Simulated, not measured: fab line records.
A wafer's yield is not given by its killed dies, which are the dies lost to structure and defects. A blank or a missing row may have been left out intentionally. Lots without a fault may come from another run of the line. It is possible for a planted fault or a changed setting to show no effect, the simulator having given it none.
fab line records	flow sky130
record: lots: 12	wafers: 36	last_day: 50
route steps=708 shown VT_ADJUST_NCORE@129 RES_PROTECT@212 POLY_GATE@228 PAD_OPEN@708
lots that met no fault: from a run of the same line without faults
start_h: hours from the record's first day to the start of the lot's first wafer shown	wait_h: how many hours have passed since the lot's step before this one	" as in the row above	L1.1+2: a row that stands for several wafers	- value missing, or start not given	* or withheld: withheld	< > ~ a bound
route shown NAME@n: a module of which the file shows steps, and the number in the route of the first	usual: mean/standard deviation taken from wafers without a fault	same: alike in all rows	chamber/n: place in a boat	sites: per-site readings	_std_site: their standard deviation	_edge_site: the outer-site mean with the inner-site mean subtracted	radius_mm: for every site, how far away it sits from the centre of the wafer	mask NAME#n: copy n	behind: the last tool/chamber to shape the wafer	hold: what put the lot on hold/how long, in hours/how the hold closed	device: which transistor (n, p or np) failed to switch	end of line: the route-end tests of the same wafers	step lacking rows: just its recipe	killed: dies lost to structure and defects at the first sort, not the wafer's yield	map: shows each die of a wafer: x if killed, . if not, _ if none is there
set.NAME: the setting the step ran with; set.NAME@STEP: the setting that earlier step ran with	model.NAME: the simulator's own value behind a step, which no gauge read
a sample of lots followed through the steps of the route, with each step as a table and each wafer as a row
services: from which hour (start_h, from the record's first day; less than 0 if before it) a tool's chamber was out of use, for how many hours, and why
== steps ==
step: SKY_VT_ADJUST_NCORE_STRIP_10
recipe: chemistry: O2/N2	power_w: 1400	pressure_mtorr: 1500	platen_temp_c: withheld	o2_flow_sccm: 3000	n2_flow_sccm: 300	overash_fraction: 0.5
usual: drypump_motor_current_A: 5.64/0.18	oes_product_au: 0.716/0.0039	strip_time_to_endpoint_s: 14.18/0.039
lot.wafer	tool	chamber	start_h	wait_h	drypump_motor_current_A	oes_product_au	rf_hours_counter_h	strip_time_to_endpoint_s
L632.3	plasma_asher-03	1	206.63	0.1	5.66	0.712	-	14.11
L632.4	"	0	"	"	5.62	0.720	-	14.12
L632.6	"	1	"	"	5.65	0.716	-	14.09
L638.2	plasma_asher-04	1	241.88	0.1	5.39	0.713	12	14.14
L638.4	"	0	"	"	5.67	0.710	-	14.10
L638.5	"	1	"	"	5.41	0.716	-	14.16
L639.1	plasma_asher-04	0	249.28	0.1	5.68	0.715	13	14.15
L639.2	"	1	"	"	5.41	0.717	13	14.19
L639.4	"	1	"	"	5.41	0.714	-	14.18
L641.1	plasma_asher-03	0	265.23	0.1	5.62	0.725	57	14.16
L641.3	"	0	"	"	5.63	0.717	-	14.13
L641.4	"	1	"	"	5.66	0.717	-	14.17
L643.3	plasma_asher-01	0	276.92	0.1	5.45	0.714	-	14.13
L643.4	"	1	"	"	5.90	0.708	-	14.21
L643.5	"	0	"	"	5.46	0.713	-	14.16
L645.3	plasma_asher-04	0	294.16	0.1	5.67	0.714	-	14.21
L645.4	"	1	"	"	5.41	0.725	-	14.22
L645.5	"	0	"	"	5.71	0.719	-	14.21
L646.3	plasma_asher-01	1	302.07	0.1	5.97	0.718	-	14.19
L646.4	"	0	"	"	5.46	0.711	-	14.23
L646.6	"	1	"	"	5.97	0.722	-	14.21
L647.2	plasma_asher-04	1	307.75	0.1	5.42	0.712	18	14.15
L647.3	"	1	"	"	5.40	0.714	-	14.13
L647.4	"	0	"	"	5.69	0.710	-	14.14
L648.1	plasma_asher-04	1	315.73	0.1	5.46	0.710	19	14.15
L648.3	"	1	"	"	5.45	0.712	-	14.19
L648.4	"	0	"	"	5.66	0.719	-	14.19
L650.1	plasma_asher-04	0	330.33	0.1	5.67	0.715	21	14.13
L650.4	"	0	"	"	5.67	0.715	-	14.17
L650.5	"	1	"	"	5.43	0.719	-	14.12
L651.1	plasma_asher-04	0	336.78	0.1	5.68	0.715	22	14.18
L651.2	"	1	"	"	5.39	0.713	22	14.10
L651.4	"	0	"	"	5.70	0.720	-	14.09
L652.2	plasma_asher-01	1	345.43	0.1	5.92	0.717	68	14.14
L652.4	"	1	"	"	5.93	0.716	-	14.14
L652.5	"	0	"	"	5.45	0.717	-	14.19
step: SKY_RES_PROTECT_DEVELOP_06
recipe: resist: NOVOLAK	developer: TMAH	develop_time_s: 60	dev_temp_c: 23
usual: developer_temp_C: 23.00/0.11	resist_line_temp_C: 22.98/0.093
lot.wafer	tool	chamber	start_h	wait_h	developer_temp_C	resist_line_temp_C
L632.3	litho_track-03	0	367.49	0.1	23.04	23.02
L632.4	"	0	"	"	22.99	23.04
L632.6	"	0	"	"	23.07	22.90
L638.2	litho_track-03	0	408.87	0.1	22.06	22.95
L638.4	"	0	"	"	21.95	22.87
L638.5	"	0	"	"	22.01	22.75
L639.1	litho_track-01	0	419.14	0.1	23.21	22.97
L639.2	"	0	"	"	23.07	22.95
L639.4	"	0	"	"	23.12	23.03
L641.1	litho_track-03	0	434.89	0.1	21.75	22.99
L641.3	"	0	"	"	22.05	22.78
L641.4	"	0	"	"	21.90	23.08
L643.3	litho_track-01	0	455.54	0.1	23.09	23.01
L643.4	"	0	"	"	23.04	23.08
L643.5	"	0	"	"	23.16	22.80
L645.3	litho_track-01	0	480.49	0.1	23.20	23.02
L645.4	"	0	"	"	23.18	23.04
L645.5	"	0	"	"	23.12	23.07
L646.3	litho_track-02	0	486.67	0.1	22.90	22.88
L646.4	"	0	"	"	22.95	22.91
L646.6	"	0	"	"	23.13	22.93
L647.2	litho_track-03	0	492.32	0.1	22.99	22.93
L647.3	"	0	"	"	23.16	22.87
L647.4	"	0	"	"	23.12	23.01
L648.1	litho_track-03	0	500.24	0.1	23.02	23.06
L648.3	"	0	"	"	23.00	22.99
L648.4	"	0	"	"	23.04	23.07
L650.1	litho_track-01	0	520.84	0.1	22.74	22.98
L650.4	"	0	"	"	22.88	23.03
L650.5	"	0	"	"	23.01	22.90
L651.1	litho_track-02	0	525.02	0.1	23.20	23.15
L651.2	"	0	"	"	22.98	23.04
L651.4	"	0	"	"	22.91	23.00
L652.2	litho_track-03	0	534.62	0.1	23.00	23.02
L652.4	"	0	"	"	22.89	22.90
L652.5	"	0	"	"	23.00	23.02
step: SKY_POLY_GATE_OVL_MEAS_14
usual: POLY_GATE_OVL: -2/4.9
lot.wafer	tool	chamber	start_h	wait_h	POLY_GATE_OVL[nm]
L632.3	overlay-02	-	397.85	0.1	-1
L632.4	"	-	"	"	0
L632.6	"	-	"	"	-2
L638.2	overlay-01	-	442.15	0.1	0
L638.4	"	-	"	"	-1
L638.5	"	-	"	"	7
L639.1	overlay-01	-	451.69	0.1	-5
L639.2	"	-	"	"	-1
L639.4	"	-	"	"	-1
L641.1	overlay-01	-	469.64	0.1	3
L641.3	"	-	"	"	-1
L641.4	"	-	"	"	5
L643.3	overlay-01	-	488.51	0.1	-1
L643.4	"	-	"	"	-10
L643.5	"	-	"	"	-6
L645.3	overlay-01	-	514.16	0.1	6
L645.4	"	-	"	"	-1
L645.5	"	-	"	"	-7
L646.3	overlay-01	-	519.66	0.1	-2
L646.4	"	-	"	"	-2
L646.6	"	-	"	"	2
L647.2	overlay-01	-	525.00	0.1	3
L647.3	"	-	"	"	1
L647.4	"	-	"	"	-7
L648.1	overlay-02	-	532.19	0.1	-1
L648.3	"	-	"	"	-3
L648.4	"	-	"	"	-5
L650.1	overlay-02	-	552.84	0.1	2
L650.4	"	-	"	"	2
L650.5	"	-	"	"	-10
L651.1	overlay-02	-	557.71	0.1	-6
L651.2	"	-	"	"	1
L651.4	"	-	"	"	-7
L652.2	overlay-01	-	566.60	0.1	1
L652.4	"	-	"	"	-1
L652.5	"	-	"	"	1
step: SKY_POLY_GATE_ETCH_17
recipe: target_depth_nm: 180	stop_on: SiO2	over_etch_frac: 0.56667	chemistry: HBr/Cl2	target: poly-Si	icp_w: 400	bias_w: 100	pressure_mtorr: 10	HBr_flow_sccm: 150	Cl2_flow_sccm: 50	time_s: 70.5
usual: drypump_motor_current_A: 5.5/0.52	oes_product_au: 0.989/0.007	throttle_valve_pct: 33.685/0.0088
same: time_s: 70.5
lot.wafer	tool	chamber	start_h	wait_h	drypump_motor_current_A	oes_product_au	rf_hours_counter_h	throttle_valve_pct
L632.3	rie_si-01	2	398.06	0.0	5.4	0.984	2	33.686
L632.4	"	3	"	"	5.0	0.992	57	33.676
L632.6	"	3	"	"	5.0	0.983	-	33.670
L638.2	rie_si-01	1	442.36	0.0	6.7	0.977	4	33.680
L638.4	"	3	"	"	5.0	0.980	58	33.664
L638.5	"	1	"	"	6.7	0.989	-	33.677
L639.1	rie_si-02	1	451.91	0.0	5.4	0.989	27	33.680
L639.2	"	3	"	"	5.2	0.987	17	33.680
L639.4	"	2	"	"	5.5	0.988	5	33.680
L641.1	rie_si-01	2	469.86	0.0	5.4	0.991	2	33.691
L641.3	"	0	"	"	5.7	0.991	38	33.678
L641.4	"	1	"	"	6.7	0.982	4	33.691
L643.3	rie_si-01	0	488.71	0.0	5.7	0.993	38	33.697
L643.4	"	1	"	"	6.7	1.004	-	33.689
L643.5	"	0	"	"	5.7	0.985	-	33.686
L645.3	rie_si-01	1	514.36	0.0	6.7	0.976	4	33.699
L645.4	"	2	"	"	5.4	0.981	2	33.673
L645.5	"	0	"	"	5.7	0.991	-	33.659
L646.3	rie_si-02	1	519.86	0.0	5.5	0.996	27	33.670
L646.4	"	2	"	"	5.5	0.995	6	33.675
L646.6	"	3	"	"	5.2	0.991	-	33.688
L647.2	rie_si-01	1	525.21	0.0	6.7	0.990	4	33.679
L647.3	"	2	"	"	5.4	0.986	2	33.687
L647.4	"	3	"	"	5.0	1.002	0	33.683
L648.1	rie_si-02	1	532.41	0.0	5.4	0.998	27	33.700
L648.3	"	2	"	"	5.5	0.998	6	33.689
L648.4	"	3	"	"	5.2	0.997	17	33.693
L650.1	rie_si-02	0	553.06	0.0	5.0	0.980	4	33.683
L650.4	"	2	"	"	5.5	0.997	6	33.660
L650.5	"	1	"	"	5.4	0.981	-	33.696
L651.1	rie_si-01	2	557.92	0.0	5.5	0.988	2	33.682
L651.2	"	0	"	"	5.7	0.986	39	33.685
L651.4	"	3	"	"	5.0	0.997	0	33.694
L652.2	rie_si-02	3	566.81	0.0	5.2	0.991	17	33.701
L652.4	"	2	"	"	5.5	0.991	6	33.692
L652.5	"	1	"	"	5.4	0.987	-	33.695
step: SKY_PAD_OPEN_PROBE_99
usual: killed_at_M0_to_M3: 43/6.5	killed_at_M4_up: 3.2/1.8	killed_at_contacts: 26/5.2	killed_at_front_end: 16/4.8	killed_at_other: 0.3/0.6	killed_dies: 89/9.6	killed_open: 48/7.1	killed_short: 40/6.4
same: gross_dies: 492	killed_at_back_side: 0
lot.wafer	tool	chamber	start_h	wait_h	killed_at_M0_to_M3	killed_at_M4_up	killed_at_contacts	killed_at_front_end	killed_at_other	killed_dies	killed_open	killed_short
L643.3	prober-01	-	1154.16	0.2	55	4	32	11	0	102	56	46
L643.4	prober-01	-	1154.21	0.2	47	0	23	16	0	86	48	38
L643.5	prober-01	-	1154.26	0.2	44	1	16	11	0	72	39	32
killed by level:class
L643.3 VIA1:geometric_particle:open=13 CONTACT:geometric_particle:open=12 METAL1:geometric_particle:short=9 LOCAL_INTERCONNECT:geometric_particle:short=7 VIA1:geometric_particle:short=7 VIA3:geometric_particle:open=7 VIA2:geometric_particle:open=7 LI_CONTACT:geometric_particle:open=6
L643.4 LI_CONTACT:geometric_particle:open=11 VIA1:geometric_particle:open=7 VIA2:geometric_particle:open=7 CONTACT:geometric_particle:open=6 METAL1:geometric_particle:short=6 METAL2:geometric_particle:short=6 POLY_GATE:geometric_particle:short=5 VIA3:geometric_particle:open=5
L643.5 VIA3:geometric_particle:open=8 VIA1:geometric_particle:open=8 CONTACT:geometric_particle:open=7 LI_CONTACT:geometric_particle:open=4 METAL3:geometric_particle:short=4 CONTACT:geometric_particle:short=4 METAL1:geometric_particle:open=4 METAL1:geometric_particle:short=4
== services ==
tool	chamber	start_h	hours	kind
plasma_asher-01	-	189.02	2.8	pm
rie_si-01	2	191.74	-	clean
rie_si-01	2	191.74	25.9	scheduled_down
rie_si-01	2	191.74	25.9	vent_cycle
plasma_asher-01	-	206.80	1.6	repair
rie_si-02	3	208.30	2.9	repair
plasma_asher-03	-	227.99	5.0	repair
plasma_asher-04	-	231.82	2.7	repair
rie_si-02	-	299.54	2.8	pm
plasma_asher-03	-	322.64	28.1	pm
rie_si-01	3	378.76	4.4	repair
rie_si-01	-	393.05	2.8	pm
plasma_asher-03	-	394.04	3.6	repair
plasma_asher-03	-	396.44	2.7	repair
rie_si-01	2	400.09	4.0	repair
plasma_asher-03	-	421.25	9.0	pm
rie_si-01	3	487.53	-	clean
rie_si-01	3	487.53	21.7	scheduled_down
rie_si-01	3	487.53	21.7	vent_cycle
plasma_asher-01	-	495.65	0.6	repair
plasma_asher-01	-	501.15	10.0	pm
plasma_asher-04	-	507.72	1.7	repair
plasma_asher-04	-	540.73	5.8	repair
rie_si-02	-	561.63	1.8	repair
== key ==
first_sign: step: SKY_RES_PROTECT_DEVELOP_06	reading: developer_temp_C	direction: down	sigmas: 9.8	usual: *	struck: *
effect none on later readings
met_at SKY_RES_PROTECT_DEVELOP_06
struck_lots L638,L641
tester_left_out L638,L641
not_acting_at SKY_VT_ADJUST_NCORE_STRIP_10,SKY_POLY_GATE_OVL_MEAS_14,SKY_POLY_GATE_ETCH_17
onset_between 367.49 408.87
fault: kind: process_parameter_drift	tool: litho_track-03	chamber: -	onset_h: 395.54	steps: SKY_RES_PROTECT_DEVELOP_06	channel: dev_temp_c	offset: *	shape: step	end_h: 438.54	acts_in: *	stated: *
tester_left_out: of these lots the tester's yield and bins aren't shown, on N5 and GAA mostly nor the transistor test; their killed dies are dies lost to structure and defects alone, not to doping, threshold or leakage, so they don't give the yield
